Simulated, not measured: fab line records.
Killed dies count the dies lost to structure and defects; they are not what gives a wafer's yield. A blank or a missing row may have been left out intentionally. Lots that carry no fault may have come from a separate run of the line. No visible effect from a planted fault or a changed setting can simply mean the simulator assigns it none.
fab line records :: flow sky130
record
  lots=12
  wafers=36
  last_day=50
route steps=708 shown SD_N@356
lots untouched by any fault: they come from a run of this same line in which no faults occurred
start_h: start of the lot's first displayed wafer, in hours after the record's first day :: wait_h: hours elapsed since this lot's preceding step :: " as in the row above :: L1.1+2: one row covering several wafers at once :: - value missing, or start not given :: * or withheld: withheld :: < > ~ a bound
route shown NAME@n: a module of which the file shows steps, and the number in the route of the first :: usual: average and standard deviation across the fault-free wafers :: same: alike in all rows :: chamber/n: place in a boat :: sites: readings site by site :: _std_site: standard deviation of those values :: _edge_site: mean of outer sites minus mean of inner sites :: radius_mm: for every site, how far away it sits from the centre of the wafer :: mask NAME#n: copy n :: behind: the last tool/chamber to shape the wafer :: hold: cause of the lot's hold/its duration in hours/its outcome :: device: names the non-switching transistor (n, p or np) :: end of line: the same wafers' tests at the end of the route :: step lacking rows: just its recipe :: killed: count of dies lost to structure and defects at first sort (not the wafer's yield) :: map: the dies of a wafer, with x for killed, . for not killed, _ for no die there
set.NAME: setting as actually run; set.NAME@STEP: the setting as run at that earlier step :: model.NAME: the simulator's own value behind a step, which no gauge read
steps of the route over a sample of lots; a table a step, a row a wafer
## steps
# step SKY_SD_N_RTA_14
# recipe
  temp_c=1075
  time_s=2
  idle_temp_c=650
  ramp_up_c_per_s=150
  ramp_down_c_per_s=90
  ambient=N2
# usual
  lamp_power_pct=15.74/0.051
  ramp_down_c_per_s=90.002/0.016
  wafer_temp_C_max=1077.9/1.1
lot.wafer: L262.1
tool: rtp_anneal-02
chamber: 0
start_h: 650.11
wait_h: 0.0
lamp_power_pct: 15.65
ramp_down_c_per_s: 89.990
wafer_temp_C_max: 1081.1

lot.wafer: L262.3
tool: rtp_anneal-02
chamber: 0
start_h: 650.11
wait_h: 0.0
lamp_power_pct: 15.80
ramp_down_c_per_s: 90.018
wafer_temp_C_max: 1076.4

lot.wafer: L262.6
tool: rtp_anneal-02
chamber: 0
start_h: 650.11
wait_h: 0.0
lamp_power_pct: 15.72
ramp_down_c_per_s: 90.001
wafer_temp_C_max: 1077.4

lot.wafer: L263.2
tool: rtp_anneal-01
chamber: 0
start_h: 658.42
wait_h: 0.0
lamp_power_pct: 15.70
ramp_down_c_per_s: 90.002
wafer_temp_C_max: 1076.8

lot.wafer: L263.3
tool: rtp_anneal-01
chamber: 0
start_h: 658.42
wait_h: 0.0
lamp_power_pct: 15.77
ramp_down_c_per_s: 89.996
wafer_temp_C_max: 1077.1

lot.wafer: L263.4
tool: rtp_anneal-01
chamber: 0
start_h: 658.42
wait_h: 0.0
lamp_power_pct: 15.73
ramp_down_c_per_s: 89.987
wafer_temp_C_max: 1078.2

lot.wafer: L264.1
tool: rtp_anneal-02
chamber: 0
start_h: 666.75
wait_h: 0.0
lamp_power_pct: 15.73
ramp_down_c_per_s: 90.014
wafer_temp_C_max: 1076.1

lot.wafer: L264.2
tool: rtp_anneal-02
chamber: 0
start_h: 666.75
wait_h: 0.0
lamp_power_pct: 15.67
ramp_down_c_per_s: 89.984
wafer_temp_C_max: 1077.3

lot.wafer: L264.3
tool: rtp_anneal-02
chamber: 0
start_h: 666.75
wait_h: 0.0
lamp_power_pct: 15.83
ramp_down_c_per_s: 90.025
wafer_temp_C_max: 1078.7

lot.wafer: L273.3
tool: rtp_anneal-02
chamber: 0
start_h: 732.92
wait_h: 0.0
lamp_power_pct: 15.74
ramp_down_c_per_s: 36.012
wafer_temp_C_max: 1077.6

lot.wafer: L273.4
tool: rtp_anneal-02
chamber: 0
start_h: 732.92
wait_h: 0.0
lamp_power_pct: 15.73
ramp_down_c_per_s: 36.037
wafer_temp_C_max: 1076.4

lot.wafer: L273.5
tool: rtp_anneal-02
chamber: 0
start_h: 732.92
wait_h: 0.0
lamp_power_pct: 15.76
ramp_down_c_per_s: 35.981
wafer_temp_C_max: 1077.9

lot.wafer: L274.4
tool: rtp_anneal-02
chamber: 0
start_h: 741.73
wait_h: 0.0
lamp_power_pct: 15.79
ramp_down_c_per_s: 36.022
wafer_temp_C_max: 1080.5

lot.wafer: L274.5
tool: rtp_anneal-02
chamber: 0
start_h: 741.73
wait_h: 0.0
lamp_power_pct: 15.74
ramp_down_c_per_s: 36.002
wafer_temp_C_max: 1077.0

lot.wafer: L274.6
tool: rtp_anneal-02
chamber: 0
start_h: 741.73
wait_h: 0.0
lamp_power_pct: 15.73
ramp_down_c_per_s: 36.028
wafer_temp_C_max: 1076.9

lot.wafer: L275.3
tool: rtp_anneal-01
chamber: 0
start_h: 748.17
wait_h: 0.0
lamp_power_pct: 15.63
ramp_down_c_per_s: 90.008
wafer_temp_C_max: 1077.3

lot.wafer: L275.5
tool: rtp_anneal-01
chamber: 0
start_h: 748.17
wait_h: 0.0
lamp_power_pct: 15.79
ramp_down_c_per_s: 90.016
wafer_temp_C_max: 1078.8

lot.wafer: L275.6
tool: rtp_anneal-01
chamber: 0
start_h: 748.17
wait_h: 0.0
lamp_power_pct: 15.76
ramp_down_c_per_s: 90.018
wafer_temp_C_max: 1074.7

lot.wafer: L277.1
tool: rtp_anneal-01
chamber: 0
start_h: 768.45
wait_h: 0.0
lamp_power_pct: 15.73
ramp_down_c_per_s: 89.981
wafer_temp_C_max: 1079.1

lot.wafer: L277.4
tool: rtp_anneal-01
chamber: 0
start_h: 768.45
wait_h: 0.0
lamp_power_pct: 15.70
ramp_down_c_per_s: 89.997
wafer_temp_C_max: 1077.7

lot.wafer: L277.6
tool: rtp_anneal-01
chamber: 0
start_h: 768.45
wait_h: 0.0
lamp_power_pct: 15.74
ramp_down_c_per_s: 90.013
wafer_temp_C_max: 1077.1

lot.wafer: L279.1
tool: rtp_anneal-01
chamber: 0
start_h: 779.85
wait_h: 0.0
lamp_power_pct: 15.70
ramp_down_c_per_s: 90.020
wafer_temp_C_max: 1077.2

lot.wafer: L279.5
tool: rtp_anneal-01
chamber: 0
start_h: 779.85
wait_h: 0.0
lamp_power_pct: 15.74
ramp_down_c_per_s: 90.024
wafer_temp_C_max: 1078.5

lot.wafer: L279.6
tool: rtp_anneal-01
chamber: 0
start_h: 779.85
wait_h: 0.0
lamp_power_pct: 15.86
ramp_down_c_per_s: 89.976
wafer_temp_C_max: 1077.5

lot.wafer: L281.1
tool: rtp_anneal-01
chamber: 0
start_h: 794.83
wait_h: 0.0
lamp_power_pct: 15.74
ramp_down_c_per_s: 90.024
wafer_temp_C_max: 1080.0

lot.wafer: L281.2
tool: rtp_anneal-01
chamber: 0
start_h: 794.83
wait_h: 0.0
lamp_power_pct: 15.74
ramp_down_c_per_s: 90.007
wafer_temp_C_max: 1077.3

lot.wafer: L281.6
tool: rtp_anneal-01
chamber: 0
start_h: 794.83
wait_h: 0.0
lamp_power_pct: 15.71
ramp_down_c_per_s: 89.997
wafer_temp_C_max: 1077.5

lot.wafer: L283.3
tool: rtp_anneal-01
chamber: 0
start_h: 809.26
wait_h: 0.0
lamp_power_pct: 15.77
ramp_down_c_per_s: 90.004
wafer_temp_C_max: 1078.7

lot.wafer: L283.4
tool: rtp_anneal-01
chamber: 0
start_h: 809.26
wait_h: 0.0
lamp_power_pct: 15.70
ramp_down_c_per_s: 90.020
wafer_temp_C_max: 1077.4

lot.wafer: L283.6
tool: rtp_anneal-01
chamber: 0
start_h: 809.26
wait_h: 0.0
lamp_power_pct: 15.74
ramp_down_c_per_s: 90.003
wafer_temp_C_max: 1076.5

lot.wafer: L284.2
tool: rtp_anneal-02
chamber: 0
start_h: 825.86
wait_h: 0.0
lamp_power_pct: 15.70
ramp_down_c_per_s: 89.995
wafer_temp_C_max: 1078.7

lot.wafer: L284.3
tool: rtp_anneal-02
chamber: 0
start_h: 825.86
wait_h: 0.0
lamp_power_pct: 15.76
ramp_down_c_per_s: 90.018
wafer_temp_C_max: 1079.0

lot.wafer: L284.5
tool: rtp_anneal-02
chamber: 0
start_h: 825.86
wait_h: 0.0
lamp_power_pct: 15.69
ramp_down_c_per_s: 89.983
wafer_temp_C_max: 1077.8

lot.wafer: L285.1
tool: rtp_anneal-01
chamber: 0
start_h: 829.96
wait_h: 0.0
lamp_power_pct: 15.73
ramp_down_c_per_s: 89.998
wafer_temp_C_max: 1077.5

lot.wafer: L285.2
tool: rtp_anneal-01
chamber: 0
start_h: 829.96
wait_h: 0.0
lamp_power_pct: 15.71
ramp_down_c_per_s: 90.005
wafer_temp_C_max: 1078.6

lot.wafer: L285.3
tool: rtp_anneal-01
chamber: 0
start_h: 829.96
wait_h: 0.0
lamp_power_pct: 15.63
ramp_down_c_per_s: 89.996
wafer_temp_C_max: 1076.2
## key
first_sign
  step=SKY_SD_N_RTA_14
  reading=ramp_down_c_per_s
  direction=down
  sigmas=99+
  usual=90.002
  struck=36.014
effect none on later readings
met_at SKY_SD_N_RTA_14
struck_lots L273,L274
tester_left_out L273,L274
onset_between 666.75 732.92
fault
  kind=process_parameter_drift
  tool=rtp_anneal-02
  chamber=-
  onset_h=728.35
  steps=SKY_SD_N_RTA_14
  channel=ramp_down_c_per_s
  offset=-54
  shape=step
  end_h=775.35
  acts_in=these_recipes_only
  stated=90
# tester_left_out: of these lots the tester's yield and bins aren't shown, on N5 and GAA mostly nor the transistor test; their killed dies are dies lost to structure and defects alone, not to doping, threshold or leakage, so they don't give the yield
